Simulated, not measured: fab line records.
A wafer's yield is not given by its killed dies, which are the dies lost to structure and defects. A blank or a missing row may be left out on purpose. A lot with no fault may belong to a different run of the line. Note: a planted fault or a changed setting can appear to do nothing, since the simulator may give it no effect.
Which of the tools did it? | flow sky130 | 36 wafers from 12 lots sampled at 4 of the route's 708 steps

## WHAT THE GAUGES SHOWED, per wafer
SKY_LOCAL_INTERCONNECT_CD_MEAS_11: the cd target is 170 nm.
lot  | measured     | on        | cd-nm (nm)
L725 | day 30 05:00 | cd-sem-01 | 167.5 167.7 168.6
L726 | day 30 12:44 | cd-sem-02 | 168.9 167.6 169.1
L728 | day 31 08:11 | cd-sem-02 | 169.6 170.8 169.7
L729 | day 31 17:10 | cd-sem-02 | 171.7 171.9 171.0
L731 | day 32 21:05 | cd-sem-01 | 173.8 172.0 172.6
L740 | day 34 22:45 | cd-sem-02 | 168.1 168.5 169.9
L741 | day 36 12:43 | cd-sem-02 | 168.6 169.4 168.5
L743 | day 36 14:25 | cd-sem-01 | 169.9 171.6 170.4
L742 | day 36 15:28 | cd-sem-01 | 170.3 171.3 171.3
L745 | day 36 18:01 | cd-sem-02 | 170.2 169.8 170.5
L746 | day 37 00:16 | cd-sem-01 | 169.4 169.9 170.1
L747 | day 37 04:28 | cd-sem-01 | 170.0 167.7 168.1

SKY_METAL1_OVL_MEAS_16.
lot  | measured     | on         | METAL1_OVL (nm)
L725 | day 32 15:13 | overlay-01 | -5 -9 -1
L726 | day 32 21:32 | overlay-01 | -15 -7 -4
L728 | day 33 17:05 | overlay-01 | 2 0 6
L729 | day 34 01:37 | overlay-02 | -9 -3 -3
L731 | day 35 04:59 | overlay-02 | 8 2 10
L740 | day 37 06:23 | overlay-02 | -2 -8 -6
L741 | day 38 19:31 | overlay-01 | 10 2 9
L743 | day 38 20:51 | overlay-01 | -6 1 -5
L742 | day 38 22:25 | overlay-02 | -9 -1 -11
L745 | day 39 00:10 | overlay-02 | 10 12 12
L746 | day 39 06:17 | overlay-02 | 3 5 -4
L747 | day 39 09:59 | overlay-02 | 13 2 4

SKY_VIA1_CD_MEAS_12: the cd target is 150 nm.
lot  | measured     | on        | cd-nm (nm)
L725 | day 33 19:25 | cd-sem-01 | 151.3 150.9 149.9
L726 | day 34 01:50 | cd-sem-02 | 150.7 149.6 147.8
L728 | day 34 20:39 | cd-sem-02 | 153.0 153.8 151.3
L729 | day 35 05:36 | cd-sem-01 | 147.3 147.6 149.4
L731 | day 36 08:11 | cd-sem-02 | 148.7 148.4 148.9
L740 | day 38 09:33 | cd-sem-01 | 151.6 149.7 149.6
L741 | day 39 20:37 | cd-sem-01 | 148.7 149.6 148.4
L743 | day 39 22:14 | cd-sem-02 | 147.3 147.1 149.3
L742 | day 40 01:01 | cd-sem-02 | 148.5 151.2 150.2
L745 | day 40 03:07 | cd-sem-02 | 150.7 150.2 149.0
L746 | day 40 07:45 | cd-sem-02 | 151.4 151.6 150.0
L747 | day 40 12:49 | cd-sem-02 | 151.2 151.2 149.9

## TOOL THAT RAN EACH LOT (tool first, then ch and the chambers of the sampled wafers, then the start)
lot  | SKY_METAL1_ETCH_18
L725 | rie-metal-04 ch 1, day 32 15:19
L726 | rie-metal-03 ch 0, day 32 21:39
L728 | rie-metal-03 ch 0,1, day 33 17:10
L729 | rie-metal-03 ch 1, day 34 01:43
L731 | rie-metal-03 ch 0,1, day 35 05:02
L740 | rie-metal-04 ch 0,1, day 37 06:27
L741 | rie-metal-04 ch 0,1, day 38 19:35
L743 | rie-metal-01 ch 0,1, day 38 20:55
L742 | rie-metal-03 ch 0,1, day 38 22:29
L745 | rie-metal-03 ch 0,1, day 39 00:14
L746 | rie-metal-03 ch 0,1, day 39 06:22
L747 | rie-metal-01 ch 0,1, day 39 10:04
- SKY_METAL1_ETCH_18: etches BARC in N2/H2, stops on SiO2, time 45.9 s, target depth 60 nm.

## WHAT THE TOOLS THEMSELVES READ (means of the sampled wafers that have a number; where no wafer has one, the mark that the record gives instead)
SKY_METAL1_ETCH_18.
lot  | tool         | drypump-motor-current-A (A) | oes-product-au (a.u.) | rf-fwd-power-W (W) | throttle-valve-pct (%)
L725 | rie-metal-04 | 5.95                        | 0.849                 | 496.9              | 13.226
L726 | rie-metal-03 | 5.99                        | 0.856                 | 495.8              | 13.229
L728 | rie-metal-03 | 5.91                        | 0.854                 | 494.8              | 13.230
L729 | rie-metal-03 | 5.79                        | 0.855                 | 575.1              | 13.224
L731 | rie-metal-03 | 5.89                        | 0.853                 | 575.9              | 13.216
L740 | rie-metal-04 | 5.95                        | 0.854                 | 495.8              | 13.223
L741 | rie-metal-04 | 5.95                        | 0.862                 | 496.7              | 13.224
L743 | rie-metal-01 | 5.42                        | 0.855                 | 494.2              | 13.224
L742 | rie-metal-03 | 5.87                        | 0.857                 | 495.5              | 13.232
L745 | rie-metal-03 | 5.94                        | 0.853                 | 495.0              | 13.219
L746 | rie-metal-03 | 5.95                        | 0.857                 | 496.1              | 13.228
L747 | rie-metal-01 | 5.41                        | 0.855                 | 496.2              | 13.229

## THE ANSWER, worked out from the rows above alone
Rule: the lots themselves supply what counts as usual. The widest of any qualifying gaps counts: lots, ordered by their means at a reading, are off when they make up no more than a third of the lots, leave a main group of 4 or more, and stand apart from it by 3 or more times the standard deviation of that group's means. A main group is skipped when, at the precision printed for the reading in the tables above, its means are all equal. Also off: a lot with no number at a reading for which 4 or more lots have one. All remaining lots with rows at the step are treated as sound. After the gauges, taken in route order, come the tools' own readings; for these a lot's mean is taken, as printed above. The first step at which some lot is off is used, and at that step the reading that is off furthest; a lot without a number counts as furthest.
Off: L729, L731, at SKY_METAL1_ETCH_18 (rf-fwd-power-W). Main group: mean 495.7 W, sd 0.8.
A tool fits if, at that step or a process step before it, it ran every lot that is off, and no sound lot after the first of them. Of those tried, none fits.

## WHAT HAD BEEN PUT IN BY THE SIMULATOR
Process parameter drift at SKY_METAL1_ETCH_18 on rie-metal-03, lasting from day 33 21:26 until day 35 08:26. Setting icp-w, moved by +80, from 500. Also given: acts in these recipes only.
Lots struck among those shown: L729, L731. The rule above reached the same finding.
